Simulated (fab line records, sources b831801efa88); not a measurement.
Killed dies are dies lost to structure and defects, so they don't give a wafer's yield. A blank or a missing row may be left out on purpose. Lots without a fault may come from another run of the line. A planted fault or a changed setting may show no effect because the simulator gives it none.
One fault seen from 2 desks | flow sky130 | each desk has only its own numbers; what lay behind them comes last

THE TOOL OWNER'S DESK: rie_diel-03
The tool's own readings at SKY_VIA1_ETCH_14 (etches BARC in N2/H2, stops on SiO2, time 45.9 s, target depth 60 nm): means of the sampled wafers that have a number, for each lot that ran on this tool. A lot is out of limits, marked OUT, if its mean lies more than 4 standard deviations from the usual mean; the brackets give that distance.
Columns: A = drypump_motor_current_A at SKY_VIA1_ETCH_14, usual 5.8 A; B = oes_product_au at SKY_VIA1_ETCH_14, usual 0.855 a.u.; C = throttle_valve_pct at SKY_VIA1_ETCH_14, usual 13.225 %
lot  | first seen here | A   | B     | C
L638 | day 33 23:35    | 5.8 | 0.856 | 13.220
L646 | day 36 09:08    | 5.6 | 0.846 | 13.223
L656 | day 39 17:29    | 5.7 | 0.852 | 13.223
L659 | day 41 06:05    | 5.9 | 0.861 | 13.228
This desk's finding: nothing out of limits on any of the 4 lots.

THE METROLOGY DESK
What the gauges read, lot by lot, whatever tool the lot ran on: means of the sampled wafers that have a number. A lot is out of limits, marked OUT, if its mean lies more than 4 standard deviations from the usual mean; the brackets give that distance.
Columns: A = VIA4_W_RS at SKY_VIA4_RS_MEAS_19, usual 0.2256 ohm/sq
lot  | first seen here | A
L638 | day 42 20:32    | 0.2263
L639 | day 43 05:33    | 0.2273
L640 | day 43 08:18    | 0.2282
L643 | day 44 06:36    | 0.2226
L646 | day 45 00:50    | 0.2257
L653 | day 47 00:42    | 0.2252
L654 | day 47 09:50    | 0.2247
L656 | day 47 13:37    | 0.2221
L658 | day 48 03:31    | 0.2289
L661 | day 48 18:46    | 0.2275
L659 | day 48 20:13    | 0.2258
This desk's finding: nothing out of limits on any of the 11 lots.

PUT TOGETHER
The tool owner's desk saw nothing out of limits.
The metrology desk saw nothing out of limits.

WHAT THE SIMULATOR HAD PUT IN
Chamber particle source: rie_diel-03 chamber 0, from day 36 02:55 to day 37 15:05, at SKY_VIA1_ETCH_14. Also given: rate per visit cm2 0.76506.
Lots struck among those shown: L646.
